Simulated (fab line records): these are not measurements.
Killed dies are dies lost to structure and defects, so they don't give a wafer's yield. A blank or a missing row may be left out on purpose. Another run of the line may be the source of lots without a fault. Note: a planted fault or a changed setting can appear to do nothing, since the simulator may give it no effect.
fab line records	flow gf180mcu
record: lots: 24	wafers: 72	last-day: 34
route steps=602 shown V2@398 V3@443 M4@458 V4@502 MIM@504 TOP_METAL@569
lots with no fault: from the same line, run without faults
start-h: start of the lot's first displayed wafer, in hours after the record's first day	wait-h: how many hours have passed since the lot's step before this one	" as in the row above	L1.1+2: several wafers, shown together as one row	- no value, or no start given	* or withheld: withheld	< > ~ a bound
route shown NAME@n: names a module that has steps shown in the file, with the first one's number in the route	usual: mean/standard deviation of fault-free wafers	same: alike in all rows	chamber/n: place in a boat	sites: each site's reading	_std_site: their standard deviation	_edge_site: inner sites' mean taken away from outer sites' mean	radius-mm: for every site, how far away it sits from the centre of the wafer	mask NAME#n: copy n	behind: the tool/chamber that last shaped the wafer	hold: cause of the lot's hold/its duration in hours/its outcome	device: the transistor (n, p or np) that didn't switch	end of line: the route-end tests of the same wafers	for a step that has no rows: nothing shown but its recipe	killed: not the wafer's yield, but the dies lost to structure and defects at the first sort	map: per-die view of a wafer (x killed, . not killed, _ where there is no die)
set.NAME: the run value of the setting; set.NAME@STEP: its run value at that earlier step	model.NAME: the simulator's own value behind a step, which no gauge read
steps of the route over a sample of lots; a table a step, a row a wafer
services: the hour from which a tool's chamber was out of use, counted from the record's first day as start-h (under 0 if before that day), plus the number of hours and why
== steps ==
step: GF_V2_ETCH_16
recipe: chemistry: N2/H2	target-depth-a: withheld	overetch-a: withheld	time-s: withheld	target: BARC	ion-energy-ev: 200	source-w: 500	bias-w: 100	pressure-mtorr: 30	n2-flow-sccm: 100	h2-flow-sccm: 200
usual: drypump-motor-current-A: 5.9/0.33	oes-product-au: 0.855/0.0045	rf-fwd-power-W: 495.0/2.6	throttle-valve-pct: 13.225/0.0095
lot.wafer	tool	chamber	start-h	wait-h	drypump-motor-current-A	oes-product-au	rf-fwd-power-W	throttle-valve-pct
L074.2	rie-diel-01	0	466.10	0.0	5.5	0.857	489.7	13.224
L074.3	"	2	"	"	5.5	0.851	492.3	13.220
L074.5	"	2	"	"	5.5	0.854	493.5	13.214
L075.2	rie-diel-01	3	480.25	0.0	6.0	0.864	493.2	13.240
L075.4	"	2	"	"	5.5	0.856	492.3	13.232
L075.5	"	0	"	"	5.5	0.855	490.2	13.218
L076.2	rie-diel-01	1	489.60	0.0	5.6	0.865	498.6	13.222
L076.4	"	3	"	"	6.0	0.859	492.2	13.223
L076.5	"	3	"	"	5.9	0.858	492.6	13.232
L077.1	rie-diel-02	3	493.30	0.0	5.8	0.856	496.5	13.222
L077.4	"	2	"	"	6.4	0.858	499.8	13.214
L077.6	"	2	"	"	6.3	0.856	496.5	13.221
L078.2	rie-diel-01	2	507.39	0.0	5.5	0.852	493.0	13.224
L078.3	"	0	"	"	5.5	0.856	491.4	13.204
L078.6	"	3	"	"	6.0	0.852	493.7	13.221
L079.2	rie-diel-01	2	509.39	0.0	5.5	0.855	493.1	13.227
L079.3	"	3	"	"	6.0	0.852	495.4	13.217
L079.6	"	0	"	"	5.5	0.847	492.0	13.235
L080.3	rie-diel-02	1	524.54	0.0	5.8	0.858	494.2	13.230
L080.5	"	2	"	"	6.4	0.857	493.7	13.218
L080.6	"	3	"	"	5.8	0.850	497.3	13.222
L081.1	rie-diel-03	1	534.99	0.0	6.3	0.849	494.9	13.226
L081.3	"	0	"	"	6.0	0.853	495.2	13.215
L081.5	"	0	"	"	6.0	0.854	495.0	13.228
L082.1	rie-diel-03	1	547.21	0.0	6.2	0.855	497.8	13.230
L082.2	"	2	"	"	5.8	0.852	496.6	13.243
L082.6	"	1	"	"	6.2	0.856	498.6	13.226
L083.2	rie-diel-03	1	555.10	0.0	6.3	0.856	498.0	13.224
L083.4	"	3	"	"	5.6	0.854	495.8	13.237
L083.5	"	3	"	"	5.6	0.865	495.9	13.223
L084.3	rie-diel-01	1	561.19	0.0	5.6	0.857	496.6	13.224
L084.4	"	3	"	"	6.0	0.861	492.6	13.223
L084.6	"	1	"	"	5.6	0.861	499.2	13.216
L085.2	rie-diel-02	1	576.40	0.0	5.8	0.861	492.0	13.224
L085.3	"	0	"	"	6.5	0.860	496.7	13.222
L085.5	"	1	"	"	5.8	0.851	491.9	13.224
L086.1	rie-diel-01	1	582.39	0.0	5.6	0.858	498.7	13.228
L086.3	"	3	"	"	6.0	0.852	493.3	13.214
L086.4	"	2	"	"	5.5	0.855	494.3	13.246
L087.2	rie-diel-01	1	597.69	0.0	5.6	0.853	498.8	13.234
L087.5	"	1	"	"	5.6	0.858	496.5	13.209
L087.6	"	2	"	"	5.5	0.849	494.0	13.239
L089.2	rie-diel-02	2	603.15	0.0	6.3	0.852	496.5	13.220
L089.4	"	1	"	"	5.8	0.859	495.6	13.236
L089.6	"	0	"	"	6.5	0.850	497.6	13.222
L088.2	rie-diel-01	3	603.50	0.0	6.0	0.854	492.8	13.213
L088.3	"	2	"	"	5.5	0.858	491.7	13.229
L088.6	"	2	"	"	5.5	0.853	489.7	13.230
L090.2	rie-diel-02	0	605.26	0.0	6.5	0.859	495.7	13.242
L090.3	"	1	"	"	5.8	0.850	490.4	13.235
L090.4	"	2	"	"	6.4	0.861	494.8	13.231
L092.2	rie-diel-02	1	622.95	0.0	5.8	0.858	491.9	13.223
L092.3	"	0	"	"	6.5	0.857	495.5	13.229
L092.5	"	1	"	"	5.8	0.849	493.6	13.226
L091.1	rie-diel-03	0	623.96	0.0	6.0	0.860	497.4	13.206
L091.2	"	1	"	"	6.3	0.855	493.7	13.246
L091.4	"	2	"	"	5.8	0.853	496.3	13.230
L093.1	rie-diel-03	1	627.64	0.0	6.2	0.856	498.6	13.218
L093.3	"	0	"	"	6.0	0.857	496.2	13.217
L093.6	"	0	"	"	6.0	0.853	496.2	13.227
L094.2	rie-diel-02	1	634.89	0.0	5.8	0.854	492.8	13.229
L094.5	"	3	"	"	5.8	0.861	495.7	13.223
L094.6	"	2	"	"	6.3	0.849	499.9	13.212
L095.2	rie-diel-03	0	644.16	0.0	6.0	0.848	498.1	13.240
L095.4	"	3	"	"	5.6	0.859	494.1	13.200
L095.6	"	3	"	"	5.6	0.862	493.6	13.214
L096.3	rie-diel-02	2	650.45	0.0	6.4	0.853	495.5	13.222
L096.4	"	1	"	"	5.8	0.856	492.1	13.246
L096.5	"	2	"	"	6.4	0.853	494.8	13.227
L097.1	rie-diel-03	1	654.43	0.0	6.3	0.856	496.6	13.231
L097.4	"	2	"	"	5.8	0.860	497.4	13.221
L097.5	"	3	"	"	5.7	0.853	497.9	13.226
step: GF_V3_CD_MEAS_14
recipe: target-cd-nm: 260
usual: cd-nm: 260.4/1.1
lot.wafer	tool	chamber	start-h	wait-h	cd-nm
L074.2	cd-sem-01	-	516.73	0.1	258.4
L074.3	"	-	"	"	259.3
L074.5	"	-	"	"	258.3
L075.2	cd-sem-02	-	530.42	0.1	258.7
L075.4	"	-	"	"	258.9
L075.5	"	-	"	"	258.8
L076.2	cd-sem-01	-	539.57	0.1	259.5
L076.4	"	-	"	"	259.9
L076.5	"	-	"	"	259.5
L077.1	cd-sem-02	-	542.51	0.1	261.9
L077.4	"	-	"	"	261.1
L077.6	"	-	"	"	261.6
L078.2	cd-sem-01	-	555.48	0.1	261.3
L078.3	"	-	"	"	259.9
L078.6	"	-	"	"	261.9
L079.2	cd-sem-01	-	557.77	0.1	260.6
L079.3	"	-	"	"	260.9
L079.6	"	-	"	"	261.4
L080.3	cd-sem-02	-	572.44	0.1	260.3
L080.5	"	-	"	"	260.5
L080.6	"	-	"	"	260.2
L081.1	cd-sem-02	-	581.56	0.1	261.4
L081.3	"	-	"	"	260.2
L081.5	"	-	"	"	260.2
L082.1	cd-sem-01	-	598.36	0.1	260.5
L082.2	"	-	"	"	259.9
L082.6	"	-	"	"	261.3
L083.2	cd-sem-02	-	601.68	0.1	259.2
L083.4	"	-	"	"	260.2
L083.5	"	-	"	"	259.7
L084.3	cd-sem-02	-	606.07	0.1	261.1
L084.4	"	-	"	"	261.7
L084.6	"	-	"	"	261.7
L085.2	cd-sem-02	-	622.93	0.2	259.3
L085.3	"	-	"	"	259.7
L085.5	"	-	"	"	259.9
L086.1	cd-sem-01	-	627.83	0.1	261.6
L086.3	"	-	"	"	260.1
L086.4	"	-	"	"	260.7
L087.2	cd-sem-02	-	641.65	0.1	261.7
L087.5	"	-	"	"	262.7
L087.6	"	-	"	"	262.1
L089.2	cd-sem-02	-	647.32	0.1	259.3
L089.4	"	-	"	"	259.3
L089.6	"	-	"	"	260.2
L088.2	cd-sem-01	-	647.88	0.1	261.9
L088.3	"	-	"	"	261.0
L088.6	"	-	"	"	260.7
L090.2	cd-sem-02	-	649.23	0.1	261.8
L090.3	"	-	"	"	263.8
L090.4	"	-	"	"	263.1
L092.2	cd-sem-02	-	666.15	0.1	260.2
L092.3	"	-	"	"	258.6
L092.5	"	-	"	"	259.5
L091.1	cd-sem-02	-	667.40	0.1	259.5
L091.2	"	-	"	"	258.8
L091.4	"	-	"	"	260.4
L093.1	cd-sem-01	-	670.43	0.1	260.0
L093.3	"	-	"	"	261.9
L093.6	"	-	"	"	260.1
L094.2	cd-sem-02	-	676.67	0.1	258.7
L094.5	"	-	"	"	260.3
L094.6	"	-	"	"	258.8
L095.2	cd-sem-02	-	686.00	0.1	259.2
L095.4	"	-	"	"	259.9
L095.6	"	-	"	"	260.4
L096.3	cd-sem-02	-	692.42	0.1	262.2
L096.4	"	-	"	"	261.7
L096.5	"	-	"	"	261.9
L097.1	cd-sem-01	-	696.16	0.1	260.0
L097.4	"	-	"	"	259.9
L097.5	"	-	"	"	257.4
step: GF_M4_SPUTTER_02
recipe: material: AlCu	target-thk-nm: 450	power-w: 10600	time-s: 23.9	chamber-pressure-pa: 0.4
usual: throttle-valve-pct: 30.4/1.2
lot.wafer	tool	chamber	start-h	wait-h	throttle-valve-pct
L074.2	pvd-sputter-04	-	518.38	0.0	29.3
L074.3	"	-	"	"	32.3
L074.5	"	-	"	"	29.1
L075.2	pvd-sputter-04	-	532.07	0.0	32.5
L075.4	"	-	"	"	29.7
L075.5	"	-	"	"	29.6
L076.2	pvd-sputter-02	-	541.19	0.0	31.5
L076.4	"	-	"	"	30.3
L076.5	"	-	"	"	28.7
L077.1	pvd-sputter-02	-	544.16	0.0	31.6
L077.4	"	-	"	"	30.9
L077.6	"	-	"	"	30.7
L078.2	pvd-sputter-04	-	557.11	0.0	32.4
L078.3	"	-	"	"	29.7
L078.6	"	-	"	"	29.7
L079.2	pvd-sputter-03	-	559.39	0.0	29.7
L079.3	"	-	"	"	31.5
L079.6	"	-	"	"	31.9
L080.3	pvd-sputter-02	-	577.84	0.0	30.2
L080.5	"	-	"	"	30.7
L080.6	"	-	"	"	31.5
L081.1	pvd-sputter-04	-	583.23	0.0	29.1
L081.3	"	-	"	"	29.9
L081.5	"	-	"	"	29.7
L082.1	pvd-sputter-04	-	600.15	0.0	29.9
L082.2	"	-	"	"	29.7
L082.6	"	-	"	"	29.4
L083.2	pvd-sputter-04	-	603.33	0.0	29.0
L083.4	"	-	"	"	29.8
L083.5	"	-	"	"	32.7
L084.3	pvd-sputter-04	-	608.04	0.0	29.1
L084.4	"	-	"	"	29.6
L084.6	"	-	"	"	32.7
L085.2	pvd-sputter-04	-	624.65	0.0	29.4
L085.3	"	-	"	"	32.4
L085.5	"	-	"	"	32.3
L086.1	pvd-sputter-03	-	629.48	0.0	31.7
L086.3	"	-	"	"	29.8
L086.4	"	-	"	"	30.5
L087.2	pvd-sputter-04	-	643.27	0.0	29.9
L087.5	"	-	"	"	32.5
L087.6	"	-	"	"	29.0
L089.2	pvd-sputter-02	-	648.94	0.0	30.1
L089.4	"	-	"	"	28.8
L089.6	"	-	"	"	28.8
L088.2	pvd-sputter-03	-	649.50	0.0	29.7
L088.3	"	-	"	"	29.7
L088.6	"	-	"	"	30.2
L090.2	pvd-sputter-04	-	650.86	0.0	29.3
L090.3	"	-	"	"	32.6
L090.4	"	-	"	"	29.2
L092.2	pvd-sputter-04	-	668.65	0.0	32.8
L092.3	"	-	"	"	29.9
L092.5	"	-	"	"	32.6
L091.1	pvd-sputter-03	-	669.18	0.0	30.2
L091.2	"	-	"	"	30.8
L091.4	"	-	"	"	31.8
L093.1	pvd-sputter-04	-	672.23	0.0	28.9
L093.3	"	-	"	"	29.6
L093.6	"	-	"	"	29.6
L094.2	pvd-sputter-02	-	678.29	0.0	31.5
L094.5	"	-	"	"	30.1
L094.6	"	-	"	"	31.4
L095.2	pvd-sputter-04	-	687.63	0.0	32.4
L095.4	"	-	"	"	29.1
L095.6	"	-	"	"	29.7
L096.3	pvd-sputter-04	-	694.60	0.0	29.6
L096.4	"	-	"	"	29.5
L096.5	"	-	"	"	32.4
L097.1	pvd-sputter-03	-	697.86	0.0	31.8
L097.4	"	-	"	"	29.6
L097.5	"	-	"	"	30.6
step: GF_V4_CMP_26
recipe: stop-on: SiO2	down-force-psi: 3.5	platen-rpm: 60	t-overpolish-s: 15	target-thk-nm: 0	pad-velocity-m-s: 0.94248
usual: motor-current-A: 10.8/0.99	overpolish-run-s: 15.000/0.0093	time-to-endpoint-s: 84/4
lot.wafer	tool	chamber	start-h	wait-h	motor-current-A	overpolish-run-s	time-to-endpoint-s
L074.3	cmp-02	3	565.84	0.1	10.7	15.010	86
L074.2	"	0	"	"	10.0	15.010	86
L074.5	"	3	"	"	10.9	15.005	84
L075.4	cmp-01	0	579.02	0.0	9.7	14.998	85
L075.2	"	2	"	"	12.8	14.995	81
L075.5	"	0	"	"	9.4	15.012	86
L076.2	cmp-01	1	585.00	0.0	10.4	15.000	90
L076.4	"	0	"	"	10.2	15.010	88
L076.5	"	2	"	"	11.9	14.998	88
L077.4	cmp-02	0	589.76	0.1	9.9	14.999	88
L077.1	"	1	"	"	10.9	14.987	86
L077.6	"	2	"	"	9.9	14.994	92
L078.3	cmp-02	1	604.45	0.1	11.6	15.000	87
L078.2	"	2	"	"	10.2	14.994	91
L078.6	"	1	"	"	11.7	15.012	91
L079.2	cmp-01	0	605.16	0.1	9.6	15.020	88
L079.3	"	1	"	"	10.5	15.010	91
L079.6	"	3	"	"	10.2	14.999	86
L080.3	cmp-01	1	622.65	0.0	10.6	15.012	85
L080.5	"	1	"	"	10.3	15.012	86
L080.6	"	2	"	"	12.6	14.978	84
L081.3	cmp-01	1	628.18	0.1	10.5	15.004	79
L081.1	"	3	"	"	10.3	14.982	82
L081.5	"	0	"	"	10.2	15.002	85
L082.2	cmp-01	1	643.89	0.1	11.0	15.001	83
L082.1	"	2	"	"	11.8	15.007	79
L082.6	"	3	"	"	10.4	14.999	80
L083.4	cmp-01	2	647.19	0.0	12.1	14.985	75
L083.2	"	0	"	"	9.6	14.988	79
L083.5	"	3	"	"	11.0	15.006	76
L084.3	cmp-01	2	651.04	0.0	12.8	14.994	79
L084.4	"	0	"	"	9.8	15.009	83
L084.6	"	2	"	"	13.2	14.992	80
L085.2	cmp-01	3	667.13	0.1	10.4	14.999	74
L085.3	"	1	"	"	10.9	14.988	79
L085.5	"	3	"	"	10.3	14.990	78
L086.4	cmp-01	0	672.04	0.0	9.4	14.978	83
L086.3	"	1	"	"	10.3	14.995	85
L086.1	"	2	"	"	12.9	14.981	82
L087.2	cmp-01	2	685.00	0.0	12.9	14.994	78
L087.6	"	2	"	"	12.7	15.003	78
L087.5	"	3	"	"	10.6	15.011	79
L089.4	cmp-01	1	690.66	0.2	11.2	15.009	82
L089.2	"	2	"	"	13.3	15.002	77
L089.6	"	0	"	"	10.2	14.997	83
L088.3	cmp-01	0	691.16	0.1	9.7	14.999	82
L088.2	"	1	"	"	10.4	15.004	85
L088.6	"	0	"	"	9.9	14.999	86
L090.3	cmp-01	3	693.31	0.4	10.5	14.997	83
L090.4	"	0	"	"	9.7	15.013	85
L090.2	"	1	"	"	11.0	14.997	82
L092.2	cmp-02	1	711.28	2.0	11.8	14.998	85
L092.3	"	2	"	"	10.4	14.989	87
L092.5	"	1	"	"	11.4	15.010	86
L091.4	cmp-02	0	711.63	1.3	9.5	15.000	87
L091.2	"	1	"	"	11.4	14.994	91
L091.1	"	2	"	"	9.9	14.987	90
L093.1	cmp-02	2	713.04	0.1	10.5	14.998	85
L093.3	"	3	"	"	11.0	15.011	84
L093.6	"	1	"	"	11.7	15.000	85
L094.2	cmp-02	2	716.74	0.1	10.1	14.998	88
L094.5	"	1	"	"	11.4	15.004	85
L094.6	"	2	"	"	10.4	14.985	87
L095.4	cmp-02	3	728.64	0.2	10.1	15.004	86
L095.2	"	0	"	"	9.8	15.013	87
L095.6	"	2	"	"	10.1	15.012	86
L096.4	cmp-02	2	733.24	0.0	10.5	15.000	87
L096.3	"	1	"	"	11.2	14.993	88
L096.5	"	2	"	"	10.1	15.020	89
L097.4	cmp-01	3	735.39	0.1	10.4	14.991	80
L097.1	"	0	"	"	9.6	15.008	79
L097.5	"	2	"	"	12.7	14.996	76
step: GF_MIM_SPUTTER_01
recipe: material: TiN	target-thk-nm: 30	power-w: 6500	time-s: 25	chamber-pressure-pa: 0.4
usual: throttle-valve-pct: 30.1/1.1
lot.wafer	tool	chamber	start-h	wait-h	throttle-valve-pct
L074.2	pvd-sputter-03	-	566.19	0.1	30.2
L074.3	"	-	"	"	30.6
L074.5	"	-	"	"	29.8
L075.2	pvd-sputter-01	-	579.42	0.1	30.1
L075.4	"	-	"	"	28.6
L075.5	"	-	"	"	27.5
L076.2	pvd-sputter-02	-	585.40	0.1	28.7
L076.4	"	-	"	"	31.4
L076.5	"	-	"	"	30.8
L077.1	pvd-sputter-03	-	590.06	0.1	29.8
L077.4	"	-	"	"	30.4
L077.6	"	-	"	"	30.0
L078.2	pvd-sputter-02	-	604.80	0.1	30.2
L078.3	"	-	"	"	31.2
L078.6	"	-	"	"	28.8
L079.2	pvd-sputter-01	-	605.51	0.1	29.2
L079.3	"	-	"	"	27.7
L079.6	"	-	"	"	29.3
L080.3	pvd-sputter-03	-	623.05	0.1	31.5
L080.5	"	-	"	"	30.3
L080.6	"	-	"	"	31.8
L081.1	pvd-sputter-01	-	628.53	0.1	30.4
L081.3	"	-	"	"	29.5
L081.5	"	-	"	"	29.4
L082.1	pvd-sputter-03	-	644.19	0.1	29.7
L082.2	"	-	"	"	31.7
L082.6	"	-	"	"	29.9
L083.2	pvd-sputter-01	-	647.59	0.1	30.5
L083.4	"	-	"	"	28.0
L083.5	"	-	"	"	30.6
L084.3	pvd-sputter-03	-	651.44	0.1	30.0
L084.4	"	-	"	"	31.6
L084.6	"	-	"	"	29.9
L085.2	pvd-sputter-02	-	667.48	0.1	30.7
L085.3	"	-	"	"	30.3
L085.5	"	-	"	"	31.8
L086.1	pvd-sputter-02	-	672.44	0.1	31.5
L086.3	"	-	"	"	30.8
L086.4	"	-	"	"	30.8
L087.2	pvd-sputter-02	-	685.40	0.1	30.6
L087.5	"	-	"	"	31.4
L087.6	"	-	"	"	30.3
L089.2	pvd-sputter-03	-	690.96	0.1	29.8
L089.4	"	-	"	"	32.3
L089.6	"	-	"	"	32.1
L088.2	pvd-sputter-01	-	691.56	0.1	29.4
L088.3	"	-	"	"	27.9
L088.6	"	-	"	"	29.4
L090.2	pvd-sputter-03	-	693.66	0.1	31.5
L090.3	"	-	"	"	30.1
L090.4	"	-	"	"	29.6
L092.2	pvd-sputter-02	-	711.68	0.1	28.6
L092.3	"	-	"	"	30.7
L092.5	"	-	"	"	30.2
L091.1	pvd-sputter-03	-	711.98	0.1	31.8
L091.2	"	-	"	"	30.6
L091.4	"	-	"	"	30.1
L093.1	pvd-sputter-01	-	713.34	0.1	27.9
L093.3	"	-	"	"	30.3
L093.6	"	-	"	"	27.5
L094.2	pvd-sputter-03	-	717.09	0.1	31.9
L094.5	"	-	"	"	30.5
L094.6	"	-	"	"	29.7
L095.2	pvd-sputter-02	-	728.94	0.1	30.4
L095.4	"	-	"	"	30.9
L095.6	"	-	"	"	31.5
L096.3	pvd-sputter-01	-	733.64	0.1	27.6
L096.4	"	-	"	"	29.5
L096.5	"	-	"	"	27.9
L097.1	pvd-sputter-02	-	735.69	0.1	28.7
L097.4	"	-	"	"	30.0
L097.5	"	-	"	"	30.7
step: GF_TOP_METAL_SPUTTER_02
recipe: material: AlCu	target-thk-nm: 900	power-w: 10600	chamber-pressure-pa: 0.3	substrate-temp-c: 250	gas: Ar	time-s: 47.82
usual: throttle-valve-pct: 30.4/1.1
lot.wafer	tool	chamber	start-h	wait-h	throttle-valve-pct
L074.2	pvd-sputter-03	-	631.69	0.0	30.6
L074.3	"	-	"	"	31.7
L074.5	"	-	"	"	31.8
L075.2	pvd-sputter-03	-	646.49	0.0	31.7
L075.4	"	-	"	"	30.1
L075.5	"	-	"	"	30.3
L076.2	pvd-sputter-04	-	651.84	0.0	29.6
L076.4	"	-	"	"	32.6
L076.5	"	-	"	"	29.0
L077.1	pvd-sputter-03	-	655.26	0.0	29.7
L077.4	"	-	"	"	30.0
L077.6	"	-	"	"	29.7
L078.2	pvd-sputter-02	-	669.97	0.0	31.7
L078.3	"	-	"	"	30.0
L078.6	"	-	"	"	31.6
L079.2	pvd-sputter-03	-	670.27	0.0	29.7
L079.3	"	-	"	"	30.3
L079.6	"	-	"	"	31.8
L080.3	pvd-sputter-03	-	686.06	0.0	29.8
L080.5	"	-	"	"	30.5
L080.6	"	-	"	"	31.8
L081.1	pvd-sputter-03	-	691.30	0.0	29.9
L081.3	"	-	"	"	31.7
L081.5	"	-	"	"	29.8
L082.1	pvd-sputter-02	-	708.41	0.0	31.5
L082.2	"	-	"	"	28.8
L082.6	"	-	"	"	30.6
L083.2	pvd-sputter-03	-	711.41	0.0	30.6
L083.4	"	-	"	"	29.6
L083.5	"	-	"	"	30.4
L084.3	pvd-sputter-03	-	713.20	0.0	31.7
L084.4	"	-	"	"	29.7
L084.6	"	-	"	"	29.8
L085.2	pvd-sputter-04	-	728.67	0.0	29.8
L085.3	"	-	"	"	29.1
L085.5	"	-	"	"	32.6
L086.1	pvd-sputter-02	-	731.86	0.0	31.4
L086.3	"	-	"	"	28.4
L086.4	"	-	"	"	30.4
L087.2	pvd-sputter-02	-	742.37	0.0	30.8
L087.5	"	-	"	"	30.4
L087.6	"	-	"	"	31.2
L089.2	pvd-sputter-04	-	748.03	0.0	32.5
L089.4	"	-	"	"	29.9
L089.6	"	-	"	"	29.3
L088.2	pvd-sputter-02	-	749.28	0.0	30.6
L088.3	"	-	"	"	31.6
L088.6	"	-	"	"	28.5
L090.2	pvd-sputter-03	-	752.76	0.0	31.8
L090.3	"	-	"	"	29.9
L090.4	"	-	"	"	30.6
L092.2	pvd-sputter-02	-	768.20	0.0	30.1
L092.3	"	-	"	"	28.8
L092.5	"	-	"	"	28.5
L091.1	pvd-sputter-04	-	768.94	0.0	29.8
L091.2	"	-	"	"	29.5
L091.4	"	-	"	"	32.4
L093.1	pvd-sputter-02	-	769.90	0.0	31.0
L093.3	"	-	"	"	28.7
L093.6	"	-	"	"	29.0
L094.2	pvd-sputter-04	-	775.73	0.0	32.4
L094.5	"	-	"	"	29.1
L094.6	"	-	"	"	32.6
L095.2	pvd-sputter-03	-	781.85	0.0	29.8
L095.4	"	-	"	"	29.9
L095.6	"	-	"	"	30.5
L096.3	pvd-sputter-02	-	787.93	0.0	31.3
L096.4	"	-	"	"	28.7
L096.5	"	-	"	"	31.4
L097.1	pvd-sputter-04	-	789.40	0.0	29.9
L097.4	"	-	"	"	29.3
L097.5	"	-	"	"	29.3
== services ==
tool	chamber	start-h	hours	kind
cmp-02	-	450.98	14.9	pm
cmp-02	-	476.17	4.2	pm
cmp-01	-	487.98	3.7	pm
cmp-01	-	492.55	3.7	repair
cmp-01	-	505.17	1.8	repair
cmp-01	-	568.48	1.1	repair
cmp-01	-	572.00	4.0	pm
rie-diel-01	2	586.16	6.9	repair
cmp-02	-	606.74	4.2	repair
cmp-01	-	608.89	0.6	repair
cmp-02	-	625.74	1.2	repair
cmp-02	-	653.98	0.7	repair
cmp-01	-	673.59	3.1	repair
rie-diel-01	1	677.17	8.7	repair
cmp-02	-	678.44	1.3	repair
cmp-02	-	686.00	21.7	repair
pvd-sputter-04	-	689.17	1.6	repair
pvd-sputter-02	-	690.16	10.4	repair
pvd-sputter-03	-	702.58	3.2	repair
cmp-01	-	703.41	7.3	repair
rie-diel-01	1	721.30	5.5	repair
cmp-01	-	749.75	6.4	pm
pvd-sputter-03	-	763.59	1.3	repair
pvd-sputter-04	-	777.32	11.3	repair
== key ==
fault none
